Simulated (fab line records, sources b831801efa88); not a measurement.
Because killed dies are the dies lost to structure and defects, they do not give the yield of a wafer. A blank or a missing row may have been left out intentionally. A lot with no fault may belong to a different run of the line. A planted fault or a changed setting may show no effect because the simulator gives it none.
Chamber matching / flow sky130 / 4 sister chambers for SKY_LI_CONTACT_CMP_02 on cmp-01
The step polishes PSG. 8 wafers are shown with their chamber, then 6 later ones without.

== WAFERS WITH THEIR CHAMBER ==
wafer=L629.2; chamber=1; motor-current-A (A)=11.7; time-to-endpoint-s (s)=35.7
wafer=L629.3; chamber=3; motor-current-A (A)=11.8; time-to-endpoint-s (s)=35.1
wafer=L627.2; chamber=2; motor-current-A (A)=10.4; time-to-endpoint-s (s)=37.7
wafer=L627.4; chamber=0; motor-current-A (A)=10.7; time-to-endpoint-s (s)=37.9
wafer=L627.6; chamber=0; motor-current-A (A)=9.8; time-to-endpoint-s (s)=38.2
wafer=L628.2; chamber=2; motor-current-A (A)=11.3; time-to-endpoint-s (s)=38.3
wafer=L628.4; chamber=3; motor-current-A (A)=12.4; time-to-endpoint-s (s)=31.0
wafer=L628.6; chamber=1; motor-current-A (A)=12.4; time-to-endpoint-s (s)=33.7

== WAFERS WITHOUT THEIR CHAMBER ==
wafer=L630.2; motor-current-A (A)=12.7; time-to-endpoint-s (s)=32.0
wafer=L630.3; motor-current-A (A)=11.4; time-to-endpoint-s (s)=31.1
wafer=L630.4; motor-current-A (A)=10.0; time-to-endpoint-s (s)=33.4
wafer=L631.2; motor-current-A (A)=10.6; time-to-endpoint-s (s)=38.6
wafer=L631.4; motor-current-A (A)=13.0; time-to-endpoint-s (s)=36.1
wafer=L631.6; motor-current-A (A)=12.9; time-to-endpoint-s (s)=36.4

== WHICH CHAMBER EACH WENT THROUGH ==
wafer=L630.2; from the rows above=can't be placed: 3 or 1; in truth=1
wafer=L630.3; from the rows above=can't be placed: 3 or 1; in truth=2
wafer=L630.4; from the rows above=can't be placed: 0 or 2 or 1 or 3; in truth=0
wafer=L631.2; from the rows above=can't be placed: 2 or 0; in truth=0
wafer=L631.4; from the rows above=can't be placed: 1 or 3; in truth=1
wafer=L631.6; from the rows above=can't be placed: 1 or 3 or 2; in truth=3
Correct placement for 0 of the 6. From these rows, 6 cannot be placed; in 5 the true chamber is one of the candidates. Wrongly placed: 0.
How it was worked out, from the rows above alone: a wafer's distance from a chamber is the root of the sum, over the readings, of the square of ((its reading less the chamber's mean) divided by the reading's scatter). If the next closest chamber is less than 2 further off than the closest, the wafer can't be placed; otherwise it belongs to the closest. Each chamber's mean is taken over the wafers shown for it. How the scatter is found: for the shown wafers, subtract from each reading the mean of its chamber, square and add these, divide the total by (wafers less chambers), then take the root.
